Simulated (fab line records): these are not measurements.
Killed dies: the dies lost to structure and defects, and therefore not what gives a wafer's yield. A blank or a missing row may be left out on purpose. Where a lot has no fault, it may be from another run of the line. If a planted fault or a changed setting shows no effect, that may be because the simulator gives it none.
fab line records	flow sky130
record: lots: 12	wafers: 36	last-day: 50
route steps=708 shown VT_ADJUST_LVTN@117 VT_ADJUST_NCORE@129 SONOS_ONO@172 PAD_OPEN@708
lots that met no fault: from a run of the same line without faults
start-h: hours from the record's opening day to when the first of the lot's shown wafers began	wait-h: how many hours have passed since the lot's step before this one	" repeats the value in the row above	L1.1+2: several wafers, shown together as one row	- no value, or no start given	* or withheld: withheld	< > ~ a bound
route shown NAME@n: NAME is a module with steps in the file, n the number in the route of the first one	usual: mean/standard deviation of fault-free wafers	same: alike in all rows	chamber/n: place in a boat	sites: readings site by site	_std_site: their standard deviation	_edge_site: inner sites' mean taken away from outer sites' mean	radius-mm: how far each site lies from the wafer's centre	mask NAME#n: copy n	behind: tool/chamber where the wafer was last shaped	hold: what put the lot on hold/how long, in hours/how the hold closed	device: transistor that didn't switch, given as n, p or np	end of line: tests run on the same wafers once the route is complete	a step without rows: its recipe alone	killed: not the wafer's yield, but the dies lost to structure and defects at the first sort	map: per-die view of a wafer (x killed, . not killed, _ where there is no die)
set.NAME: setting as actually run; set.NAME@STEP: the setting as run at that earlier step	model.NAME: the simulator's own value behind a step, which no gauge read
the route's steps for a sample of lots (tables are steps, rows are wafers)
services: when a tool's chamber went out of use (start-h, in hours from the record's first day, below 0 if earlier), for how many hours, and the reason
== steps ==
step: SKY_VT_ADJUST_LVTN_STRIP_20
recipe: chemistry: O2/N2	power-w: 1400	pressure-mtorr: 1500	platen-temp-c: withheld	o2-flow-sccm: 3000	n2-flow-sccm: 300	overash-fraction: 0.5
usual: drypump-motor-current-A: 5.6/0.37	oes-product-au: 0.716/0.0044	strip-time-to-endpoint-s: 14.20/0.039
lot.wafer	tool	chamber	start-h	wait-h	drypump-motor-current-A	oes-product-au	rf-hours-counter-h	strip-time-to-endpoint-s
L803.1	plasma-asher-03	0	164.39	0.1	5.0	0.706	36	14.20
L803.2	"	1	"	"	6.0	0.721	36	14.20
L803.5	"	0	"	"	5.1	0.721	-	14.22
L804.2	plasma-asher-04	1	171.19	0.1	5.7	0.716	5	14.22
L804.3	"	0	"	"	5.9	0.720	-	14.14
L804.4	"	1	"	"	5.6	0.707	-	14.21
L805.2	plasma-asher-02	1	179.52	0.1	5.8	0.713	50	14.24
L805.4	"	0	"	"	5.6	0.718	-	14.23
L805.5	"	0	"	"	5.6	0.711	-	14.22
L806.2	plasma-asher-03	0	188.28	0.1	5.0	0.720	38	14.21
L806.3	"	1	"	"	6.0	0.716	-	14.24
L806.5	"	1	"	"	6.0	0.713	-	14.23
L807.2	plasma-asher-02	1	195.87	0.1	5.8	0.716	52	14.19
L807.3	"	1	"	"	5.8	0.718	-	14.13
L807.5	"	1	"	"	5.8	0.715	-	14.21
L809.3	plasma-asher-03	1	203.15	0.1	6.0	0.708	-	14.17
L809.4	"	0	"	"	5.1	0.715	-	14.13
L809.5	"	0	"	"	5.1	0.709	-	14.15
L812.1	plasma-asher-02	1	228.08	0.1	5.8	0.709	57	14.26
L812.5	"	0	"	"	5.6	0.720	-	14.22
L812.6	"	1	"	"	5.8	0.718	-	14.23
L813.1	plasma-asher-03	1	233.79	0.1	6.0	0.716	45	14.18
L813.3	"	1	"	"	6.0	0.719	-	14.18
L813.5	"	0	"	"	5.0	0.712	-	14.15
L822.1	plasma-asher-03	1	298.74	0.1	6.0	0.722	52	14.16
L822.2	"	0	"	"	5.0	0.716	52	14.16
L822.6	"	1	"	"	6.0	0.724	-	14.21
L823.2	plasma-asher-03	0	299.58	0.1	5.0	0.714	52	14.25
L823.3	"	0	"	"	5.1	0.716	-	14.26
L823.5	"	0	"	"	5.0	0.714	-	14.23
L824.1	plasma-asher-03	0	308.63	0.1	5.1	0.721	53	14.20
L824.3	"	0	"	"	5.1	0.719	-	14.17
L824.5	"	1	"	"	6.0	0.711	-	14.18
L826.2	plasma-asher-02	0	316.74	0.1	5.6	0.722	66	14.18
L826.3	"	0	"	"	5.6	0.720	-	14.18
L826.4	"	1	"	"	5.8	0.719	-	14.19
step: SKY_VT_ADJUST_NCORE_STRIP_10
recipe: chemistry: O2/N2	power-w: 1400	pressure-mtorr: 1500	platen-temp-c: withheld	o2-flow-sccm: 3000	n2-flow-sccm: 300	overash-fraction: 0.5
usual: drypump-motor-current-A: 5.7/0.48	oes-product-au: 0.716/0.0046	strip-time-to-endpoint-s: 14.20/0.044
lot.wafer	tool	chamber	start-h	wait-h	drypump-motor-current-A	oes-product-au	rf-hours-counter-h	strip-time-to-endpoint-s
L803.1	plasma-asher-01	0	185.54	0.1	6.4	0.720	47	14.19
L803.2	"	1	"	"	5.4	0.712	47	14.22
L803.5	"	0	"	"	6.4	0.725	-	14.23
L804.2	plasma-asher-01	0	191.84	0.1	6.4	0.712	47	14.14
L804.3	"	0	"	"	6.4	0.716	-	14.18
L804.4	"	1	"	"	5.4	0.714	-	14.13
L805.2	plasma-asher-03	0	200.34	0.1	5.1	0.709	40	14.24
L805.4	"	1	"	"	6.0	0.722	-	14.23
L805.5	"	0	"	"	5.1	0.724	-	14.26
L806.2	plasma-asher-03	1	209.49	0.1	6.0	0.710	41	14.17
L806.3	"	0	"	"	5.1	0.717	-	14.20
L806.5	"	0	"	"	5.0	0.712	-	14.12
L807.2	plasma-asher-03	0	217.09	0.1	5.1	0.721	43	14.18
L807.3	"	1	"	"	6.0	0.722	-	14.16
L807.5	"	0	"	"	5.1	0.712	-	14.20
L809.3	plasma-asher-03	0	224.42	0.1	5.0	0.716	-	14.10
L809.4	"	1	"	"	6.0	0.710	-	14.18
L809.5	"	1	"	"	6.0	0.715	-	14.17
L812.1	plasma-asher-04	1	250.64	0.1	5.7	0.719	7	14.25
L812.5	"	0	"	"	6.0	0.715	-	14.26
L812.6	"	1	"	"	5.6	0.719	-	14.25
L813.1	plasma-asher-01	0	257.49	0.1	6.4	0.718	55	14.23
L813.3	"	1	"	"	5.4	0.723	-	14.22
L813.5	"	1	"	"	5.4	0.708	-	14.23
L822.1	plasma-asher-03	0	324.35	0.1	5.0	0.709	54	14.20
L822.2	"	1	"	"	6.0	0.714	54	14.24
L822.6	"	0	"	"	5.0	0.715	-	14.21
L823.2	plasma-asher-01	1	325.80	0.1	5.4	0.718	61	14.10
L823.3	"	1	"	"	5.4	0.708	-	14.11
L823.5	"	0	"	"	6.4	0.719	-	14.10
L824.1	plasma-asher-01	0	335.20	0.1	6.4	0.709	62	14.22
L824.3	"	0	"	"	6.4	0.719	-	14.20
L824.5	"	0	"	"	6.3	0.713	-	14.21
L826.2	plasma-asher-03	1	343.50	0.1	6.0	0.726	56	14.29
L826.3	"	1	"	"	6.0	0.713	-	14.30
L826.4	"	0	"	"	5.1	0.714	-	14.27
step: SKY_SONOS_ONO_CVD_04
recipe: material: SiO2	precursor: SiH4/N2O	target-thk-nm: 5.7199	temp-c: 900	pressure-mtorr: 400
usual: pressure-mtorr: 400.0/0.76	spike-tc-lower-C: 899.4/1.2
lot.wafer	tool	chamber	start-h	wait-h	pressure-mtorr	spike-tc-lower-C
L803.1	lpcvd-03	0	255.90	0.1	400.1	898.7
L803.2	"	0	"	"	399.2	902.3
L803.5	"	0	"	"	400.1	899.3
L804.2	lpcvd-03	1	262.07	0.0	400.7	898.8
L804.3	"	1	"	"	402.7	898.5
L804.4	"	1	"	"	401.3	899.2
L805.2	lpcvd-03	0	272.91	0.0	400.2	899.9
L805.4	"	0	"	"	399.5	899.8
L805.5	"	0	"	"	399.9	898.7
L806.2	lpcvd-03	0	285.35	0.0	399.3	899.8
L806.3	"	0	"	"	400.4	900.9
L806.5	"	0	"	"	398.9	899.8
L807.2	lpcvd-03	1	297.82	0.0	399.3	900.2
L807.3	"	1	"	"	399.2	897.4
L807.5	"	1	"	"	401.7	899.3
L809.3	lpcvd-03	1	301.18	0.0	399.9	899.4
L809.4	"	1	"	"	399.1	899.9
L809.5	"	1	"	"	400.2	898.1
L812.1	lpcvd-03	0	331.48	0.1	479.7	902.1
L812.5	"	0	"	"	479.8	900.1
L812.6	"	0	"	"	478.7	898.5
L813.1	lpcvd-03	0	337.62	0.1	477.8	899.1
L813.3	"	0	"	"	479.2	900.5
L813.5	"	0	"	"	478.8	901.7
L822.1	lpcvd-03	0	414.36	0.1	398.9	901.2
L822.2	"	0	"	"	399.9	900.6
L822.6	"	0	"	"	399.4	900.7
L823.2	lpcvd-03	0	414.36	0.0	399.4	899.8
L823.3	"	0	"	"	399.2	900.0
L823.5	"	0	"	"	399.9	900.4
L824.1	lpcvd-03	1	427.34	0.1	399.6	897.3
L824.3	"	1	"	"	399.7	898.9
L824.5	"	1	"	"	399.5	897.3
L826.2	lpcvd-03	0	432.48	0.0	400.4	898.3
L826.3	"	0	"	"	400.3	899.6
L826.4	"	0	"	"	400.7	900.4
step: SKY_SONOS_ONO_THK_MEAS_05
recipe: reads: SiO2_of_SONOS_ONO_CVD_04
usual: SONOS_ONO_CVD_04_THK: 5.69/0.1
lot.wafer	tool	chamber	start-h	wait-h	SONOS_ONO_CVD_04_THK[nm]
L803.1	film-metro-01	-	257.15	0.0	5.61
L803.2	"	-	"	"	5.57
L803.5	"	-	"	"	5.56
L804.2	film-metro-03	-	263.33	0.0	5.80
L804.3	"	-	"	"	5.68
L804.4	"	-	"	"	5.79
L805.2	film-metro-03	-	274.17	0.0	5.68
L805.4	"	-	"	"	5.49
L805.5	"	-	"	"	5.56
L806.2	film-metro-03	-	286.61	0.0	5.84
L806.3	"	-	"	"	5.74
L806.5	"	-	"	"	5.72
L807.2	film-metro-03	-	299.08	0.0	5.56
L807.3	"	-	"	"	5.59
L807.5	"	-	"	"	5.54
L809.3	film-metro-03	-	302.45	0.0	5.65
L809.4	"	-	"	"	5.78
L809.5	"	-	"	"	5.55
L812.1	film-metro-03	-	332.73	0.0	6.35
L812.5	"	-	"	"	6.31
L812.6	"	-	"	"	6.20
L813.1	film-metro-03	-	338.87	0.0	6.18
L813.3	"	-	"	"	6.43
L813.5	"	-	"	"	6.26
L822.1	film-metro-03	-	415.61	0.0	5.67
L822.2	"	-	"	"	5.59
L822.6	"	-	"	"	5.65
L823.2	film-metro-02	-	415.62	0.0	5.71
L823.3	"	-	"	"	5.78
L823.5	"	-	"	"	5.78
L824.1	film-metro-03	-	428.59	0.0	5.64
L824.3	"	-	"	"	5.63
L824.5	"	-	"	"	5.68
L826.2	film-metro-01	-	433.74	0.0	5.60
L826.3	"	-	"	"	5.65
L826.4	"	-	"	"	5.73
step: SKY_SONOS_ONO_OVL_MEAS_14
usual: SONOS_ONO_OVL: 0.5/1.6
lot.wafer	tool	chamber	start-h	wait-h	SONOS_ONO_OVL[nm]
L803.1	overlay-02	-	282.12	0.1	0.5
L803.2	"	-	"	"	-2.0
L803.5	"	-	"	"	-1.9
L804.2	overlay-02	-	289.00	0.1	-0.3
L804.3	"	-	"	"	-1.7
L804.4	"	-	"	"	-0.6
L805.2	overlay-01	-	298.87	0.1	2.7
L805.4	"	-	"	"	3.7
L805.5	"	-	"	"	4.1
L806.2	overlay-01	-	312.15	0.1	1.6
L806.3	"	-	"	"	1.2
L806.5	"	-	"	"	1.3
L807.2	overlay-01	-	325.50	0.1	-2.7
L807.3	"	-	"	"	-2.5
L807.5	"	-	"	"	-3.0
L809.3	overlay-02	-	328.83	0.1	-0.9
L809.4	"	-	"	"	0.2
L809.5	"	-	"	"	0.1
L812.1	overlay-01	-	359.10	0.1	-1.2
L812.5	"	-	"	"	0.0
L812.6	"	-	"	"	0.2
L813.1	overlay-01	-	365.50	0.1	2.5
L813.3	"	-	"	"	1.2
L813.5	"	-	"	"	1.1
L823.2	overlay-01	-	445.57	0.1	2.0
L823.3	"	-	"	"	0.8
L823.5	"	-	"	"	2.2
L822.1	overlay-02	-	445.60	0.1	1.7
L822.2	"	-	"	"	0.4
L822.6	"	-	"	"	0.9
L824.1	overlay-01	-	459.67	0.1	0.1
L824.3	"	-	"	"	1.6
L824.5	"	-	"	"	-1.7
L826.2	overlay-01	-	464.26	0.1	-2.5
L826.3	"	-	"	"	1.0
L826.4	"	-	"	"	-1.0
step: SKY_PAD_OPEN_PROBE_99
usual: killed_at_M0_to_M3: 43/7.5	killed_at_M4_up: 3.2/1.9	killed-at-contacts: 24/4.9	killed-at-front-end: 15/4.3	killed-at-other: 0.4/0.72	killed-dies: 86/9.1	killed-open: 47/6.5	killed-short: 39/6.5
same: gross-dies: 492	killed-at-back-side: 0
lot.wafer	tool	chamber	start-h	wait-h	killed_at_M0_to_M3	killed_at_M4_up	killed-at-contacts	killed-at-front-end	killed-at-other	killed-dies	killed-open	killed-short
L807.2	prober-01	-	1119.30	0.1	39	0	25	19	0	83	41	39
L807.3	prober-01	-	1119.35	0.2	31	7	25	14	1	78	45	31
L807.5	prober-01	-	1119.45	0.2	37	2	26	10	1	76	42	32
killed by level:class
L807.2 CONTACT:geometric-particle:open=10 VIA1:geometric-particle:open=9 VIA2:geometric-particle:open=7 POLY_GATE:geometric-particle:short=5 LI_CONTACT:geometric-particle:open=5 METAL2:geometric-particle:short=5 FIELD_ISO:geometric-particle:short=4 POLY_GATE:geometric-particle:open=4
L807.3 VIA1:geometric-particle:open=8 CONTACT:geometric-particle:open=7 POLY_GATE:geometric-particle:open=6 LI_CONTACT:geometric-particle:open=6 VIA2:geometric-particle:open=5 LOCAL_INTERCONNECT:geometric-particle:short=5 METAL2:geometric-particle:short=4 CONTACT:geometric-particle:short=4
L807.5 VIA1:geometric-particle:open=9 LI_CONTACT:geometric-particle:open=8 CONTACT:geometric-particle:open=7 VIA2:geometric-particle:open=7 METAL3:geometric-particle:short=7 CONTACT:geometric-particle:short=6 FIELD_ISO:geometric-particle:open=3 FIELD_ISO:geometric-particle:short=3
== services ==
tool	chamber	start-h	hours	kind
plasma-asher-04	-	187.45	57.9	repair
plasma-asher-01	-	206.61	5.0	repair
plasma-asher-04	-	253.38	13.3	repair
lpcvd-03	-	280.62	0.8	repair
plasma-asher-02	-	294.22	3.1	repair
lpcvd-03	-	313.22	1.4	repair
plasma-asher-04	-	321.02	0.4	repair
plasma-asher-04	-	352.44	2.8	pm
lpcvd-03	-	367.02	6.0	pm
plasma-asher-02	-	421.25	9.0	pm
plasma-asher-02	0	421.25	9.0	vent-cycle
plasma-asher-02	1	421.25	9.0	vent-cycle
plasma-asher-02	0	430.25	-	clean
plasma-asher-02	1	430.25	-	clean
== key ==
first-sign: step: SKY_SONOS_ONO_CVD_04	reading: pressure-mtorr	direction: up	sigmas: 99+	usual: 400.0	struck: 479.0
effect: step: SKY_SONOS_ONO_THK_MEAS_05	reading: SONOS_ONO_CVD_04_THK	direction: up	sigmas: 5.7	usual: 5.69	struck: 6.29
met-at SKY_SONOS_ONO_CVD_04
struck-lots L812,L813
struck-wafers L812.1,L812.5,L812.6,L813.1,L813.3,L813.5
tester-left-out L812,L813
not-acting-at SKY_VT_ADJUST_LVTN_STRIP_20,SKY_VT_ADJUST_NCORE_STRIP_10,SKY_SONOS_ONO_OVL_MEAS_14
onset-between 285.35 331.48
fault: kind: process-parameter-drift	tool: lpcvd-03	chamber: 0	onset-h: 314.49	steps: SKY_SONOS_ONO_CVD_04	channel: pressure-mtorr	offset: 80	shape: step	end-h: 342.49	stated: 400
tester-left-out: of these lots the tester's yield and bins aren't shown, on N5 and GAA mostly nor the transistor test; their killed dies are dies lost to structure and defects alone, not to doping, threshold or leakage, so they don't give the yield
